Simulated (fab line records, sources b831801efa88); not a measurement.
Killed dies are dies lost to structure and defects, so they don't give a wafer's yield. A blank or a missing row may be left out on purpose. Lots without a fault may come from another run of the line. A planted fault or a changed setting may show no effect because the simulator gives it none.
Problem report in the 8D (eight disciplines) form, filled by code | flow gf180mcu | the parts of the form that need people (team, actions taken, sign-off) are left out

1. THE PROBLEM
oes_product_au at GF_V1_ETCH_17 reads a mean of 0.915 a.u. on 3 wafers of 2 lots; wafers without a fault read 0.855 a.u. with a standard deviation of 0.0044. That is +14 standard deviations from the usual mean.
The step: etches SiO2 in C4F8/O2/Ar, stops on TiN, target depth 630 nm.
The step gives no start for some of these wafers. The record holds 33 wafers of 11 lots with a number at this step. Rule for "out", or "out of limits": more than 4 standard deviations from the usual mean. The other wafers with a number count as sound.

2. WHAT IT IS AND WHAT IT IS NOT
question                    | is                       | is not
which readings at this step | oes_product_au           | rf_fwd_power_W
which lots                  | L745, L747               | L727, L731, L732, L733, L734, L737, L738, L740, L741
which wafers of those lots  | L745.1, L745.2, L747.2   | L745.6, L747.5, L747.6
read on which tools         | rie_diel-01, rie_diel-03 | rie_diel-02

3. SUSPECTS, AND WHAT RULES EACH OUT
Counting: a tool at a process step up to the reading stays a suspect if it ran every lot that is out. Sound lots after the first of them don't rule it out here, since some wafers of a struck lot are sound.
- pvd_sputter-03 at GF_M1_SPUTTER_03 (material Ti, target thk 10 nm, time 6.7 s): kept. It ran every lot that is out, first L745 (day 23 11:37); its last sound lot up to then is L740 (day 21 03:26).
- plasma_asher-04 at GF_M1_STRIP_17 (strips in O2/N2): kept. It ran every lot that is out, first L745 (day 24 10:40); its last sound lot up to then is L741 (day 22 09:09).
- cmp-02 at GF_V1_CMP_04 (polishes SiO2): kept. It ran every lot that is out, first L745 (day 24 11:31); its last sound lot up to then is L738 (day 21 02:43).
Left after counting: pvd_sputter-03 at GF_M1_SPUTTER_03, plasma_asher-04 at GF_M1_STRIP_17, cmp-02 at GF_V1_CMP_04.

4. THE CAUSE (what the simulator had put in)
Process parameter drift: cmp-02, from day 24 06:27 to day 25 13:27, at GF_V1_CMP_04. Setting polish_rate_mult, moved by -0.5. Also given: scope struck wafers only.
Counting left 3 suspects, and this tool is among them.

5. THE CHAIN OF EFFECTS, in route order
Each row: a reading whose mean over the struck wafers that have a number lies more than 3 standard deviations from the usual. Only readings for which the record gives a usual standard deviation are gone through. hours: the time from each lot's start at the first step in this table that gives one to its start at this step, as a median over the lots. sigmas: the change in usual standard deviations.
hours | step          | reading            | usual      | on struck wafers | change | sigmas
0     | GF_V1_CMP_04  | time_to_endpoint_s | 79 s       | 101              | +22    | +3.4
-     | GF_V1_ETCH_17 | oes_product_au     | 0.855 a.u. | 0.915            | +0.060 | +14
The process steps in it:
- GF_V1_CMP_04: polishes SiO2.
- GF_V1_ETCH_17: etches SiO2 in C4F8/O2/Ar, stops on TiN, target depth 630 nm.

6. WHAT WOULD HAVE CAUGHT IT SOONER
Of the tool readings at GF_V1_CMP_04 for which the record gives a usual standard deviation, none was out on any struck wafer, so an alarm limit of 4 standard deviations on them would not have fired.
